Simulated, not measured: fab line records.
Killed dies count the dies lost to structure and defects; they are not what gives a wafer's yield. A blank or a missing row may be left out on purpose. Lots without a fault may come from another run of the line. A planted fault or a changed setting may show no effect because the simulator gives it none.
Code-filled problem report in 8D (eight disciplines) form + flow sky130 + the parts of the form that need people (team, actions taken, sign-off) are left out

== 1. THE ISSUE ==
killedAtFrontEnd at SKY_PAD_OPEN_PROBE_99 reads a mean of 419 on 5 wafers of 3 lots; wafers without a fault read 15 with a standard deviation of 4. So: +99 or more standard deviations from the usual mean.
Earliest sighting: wafer L631.2 on prober-02 at day 47 21:26. Wafers with a number at this step in the record: 38, from 13 lots. Rule for "out", or "out of limits": more than 4 standard deviations from the usual mean. The rest of the wafers with a number are treated as sound.

== 2. WHAT IT IS; WHAT IT IS NOT ==
| question                    | is                                        | is not                                                                                                              |
|-----------------------------|-------------------------------------------|---------------------------------------------------------------------------------------------------------------------|
| which readings at this step | killedAtFrontEnd, killedDies, killedOnRim | killedAtContacts, killedAtOther, killedOpen, killedShort                                                            |
| which lots                  | L631, L632, L636                          | L627, L629, L630, L633, L641, L644, L647, L648, L649, L650                                                          |
| which wafers of those lots  | L631.2, L631.6, L632.6, L636.2, L636.6    | L631.4, L632.1, L632.3                                                                                              |
| read on which tools         | prober-01, prober-02                      | -                                                                                                                   |
| when                        | from day 47 21:26                         | up to then (9 sound wafers); but 24 sound wafers of L631, L632, L633, L641, L644, L647, L648, L649, L650 came after |

== 3. THE SUSPECTS, EACH WITH WHAT RULES IT OUT ==
Counting: a tool at a process step up to the reading stays a suspect if it ran every lot that is out. Sound lots after the first of them don't rule it out here, since some wafers of a struck lot are sound.
- lithoTrack-04 at SKY_VT_ADJUST_PCH_DEVELOP_06 (develop time 60 s): kept. Every lot that is out went through it, the first being L631 (day 12 05:00); the last sound lot it ran before that was L630 (day 12 04:00).
Remaining after the count: lithoTrack-04 at SKY_VT_ADJUST_PCH_DEVELOP_06.

== 4. THE CAUSE (what the simulator had put in) ==
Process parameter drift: lithoTrack-04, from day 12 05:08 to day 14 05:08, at SKY_VT_ADJUST_PCH_DEVELOP_06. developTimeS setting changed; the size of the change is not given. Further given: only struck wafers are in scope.
The count eliminated every tool but this one.

== 5. SEQUENCE OF EFFECTS, ordered by route ==
Each row: a reading where the mean over the struck wafers with a number is more than 3 standard deviations away from the usual. Readings are gone through only where the record gives a usual standard deviation; hours: the median, over the lots, of the time from a lot's start at the first step in this table giving one to that lot's start at this step; sigmas: the change measured in usual standard deviations.
| hours | step                  | reading          | usual | on struck wafers | change | sigmas      |
|-------|-----------------------|------------------|-------|------------------|--------|-------------|
| 0     | SKY_PAD_OPEN_PROBE_99 | killedAtFrontEnd | 15    | 419              | +404   | +99 or more |
| 0     | SKY_PAD_OPEN_PROBE_99 | killedDies       | 85    | 492              | +407   | +45         |
| 0     | SKY_PAD_OPEN_PROBE_99 | killedOnRim      | 17    | 96               | +79    | +21         |
It contains these process steps:
- SKY_PAD_OPEN_PROBE_99
Readings that are blank on the struck wafers while sound wafers have them: VT_ADJUST_PCH_OVL at SKY_VT_ADJUST_PCH_OVL_MEAS_07.

== 6. WHAT WOULD HAVE CAUGHT IT SOONER ==
The fault began at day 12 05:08; the first out-of-limits reading in this record came at day 47 21:26, 856 hours later.
Between SKY_VT_ADJUST_PCH_DEVELOP_06 and SKY_PAD_OPEN_PROBE_99, SKY_VT_ADJUST_PCH_OVL_MEAS_07 gave no VT_ADJUST_PCH_OVL on the struck wafers, where sound wafers have one: a measuring or inspecting step that comes back empty is itself a sign.
By day 47 21:26 the whole set of lots that are out, 3 in number, had already begun SKY_VT_ADJUST_PCH_DEVELOP_06 on lithoTrack-04. Had the tool been put on hold then, not one of them would have been saved.
